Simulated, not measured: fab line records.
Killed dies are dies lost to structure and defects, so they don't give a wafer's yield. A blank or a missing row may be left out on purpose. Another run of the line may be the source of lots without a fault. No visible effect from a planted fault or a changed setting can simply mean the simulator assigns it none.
Code-filled problem report in 8D (eight disciplines) form ; flow sfq_line ; the parts of the form that need people (team, actions taken, sign-off) are left out

== 1. PROBLEM STATEMENT ==
SFQ_TRILAYER_I3_DEP_PECVD_081, rf_fwd_power_W: mean 255.5 W over 1 wafer from 1 lot; wafers with no fault: 182.3 W, standard deviation 0.66. So: +99 or more standard deviations from the usual mean.
The step: deposits SiO2 from SiH4/N2O, time 108.9 s, target thk 500 nm.
Seen first at day 43 04:52 on pecvd-04, wafer L314.4. The record holds 39 wafers of 13 lots with a number at this step. The rule behind "out" and "out of limits": a value lying over 4 standard deviations away from the usual mean. The other wafers with a number count as sound.

== 2. WHAT IT IS, WHAT IT ISN'T ==
question;is;is not
which readings at this step;rf_fwd_power_W, showerhead_vpp_V;heater_power_w, throttle_valve_pct
which lots;L314;L298, L299, L301, L302, L304, L305, L308, L309, L313, L315, L317, L319
which wafers of those lots;L314.4;L314.2, L314.6
read on which tools;pecvd-04;pecvd-01, pecvd-03
when;from day 43 04:52;"up to then (29 sound wafers); but 9 sound wafers of L315, L317, L319 came after"

== 3. WHAT RULES OUT EACH SUSPECT ==
Counting: any tool at a process step up to the reading remains a suspect provided it ran every lot that is out. Sound lots after the first of them don't rule it out here, since some wafers of a struck lot are sound.
- pecvd-04 at SFQ_TRILAYER_I3_DEP_PECVD_081 (deposits SiO2 from SiH4/N2O, time 108.9 s, target thk 500 nm): kept. The lot that is out, L314, ran on it at day 43 04:52; the last sound lot it ran before that was L309, at day 42 02:16. Its own readings are out on those wafers: rf_fwd_power_W, showerhead_vpp_V.
- At SFQ_TRILAYER_I3_DEP_PECVD_081, inside pecvd-04: chamber 2 took the wafers that are out, while their sound lot-mates went through chambers 0, 1.
The count leaves pecvd-04 at SFQ_TRILAYER_I3_DEP_PECVD_081.

== 4. THE CAUSE (what the simulator had put in) ==
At SFQ_TRILAYER_I3_DEP_PECVD_081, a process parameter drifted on pecvd-04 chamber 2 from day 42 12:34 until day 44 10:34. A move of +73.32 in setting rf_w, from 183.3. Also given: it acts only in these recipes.
Only this tool survived the counting.

== 5. SEQUENCE OF EFFECTS, ordered by route ==
Each row: a reading where the mean over the struck wafers with a number is more than 3 standard deviations away from the usual. Only readings for which the record gives a usual standard deviation are gone through. hours: the time from each lot's start at the first step in this table that gives one to its start at this step, as a median over the lots. sigmas: the change in usual standard deviations.
hours;step;reading;usual;on struck wafers;change;sigmas
0;SFQ_TRILAYER_I3_DEP_PECVD_081;rf_fwd_power_W;182.3 W;255.5;+73.2;+99 or more
0;SFQ_TRILAYER_I3_DEP_PECVD_081;showerhead_vpp_V;816 V;1109;+293;+6.1
1;SFQ_TRILAYER_I3_CMP_CMP_082;time_to_endpoint_s;206 s;236;+30;+3.6
Its process steps:
- SFQ_TRILAYER_I3_DEP_PECVD_081: deposits SiO2 from SiH4/N2O, time 108.9 s, target thk 500 nm.
- SFQ_TRILAYER_I3_CMP_CMP_082: polishes SiO2.

== 6. WHAT WOULD HAVE CAUGHT IT SOONER ==
In this record the first reading out of limits was taken at day 43 04:52, 16 hours after the fault began at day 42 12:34.
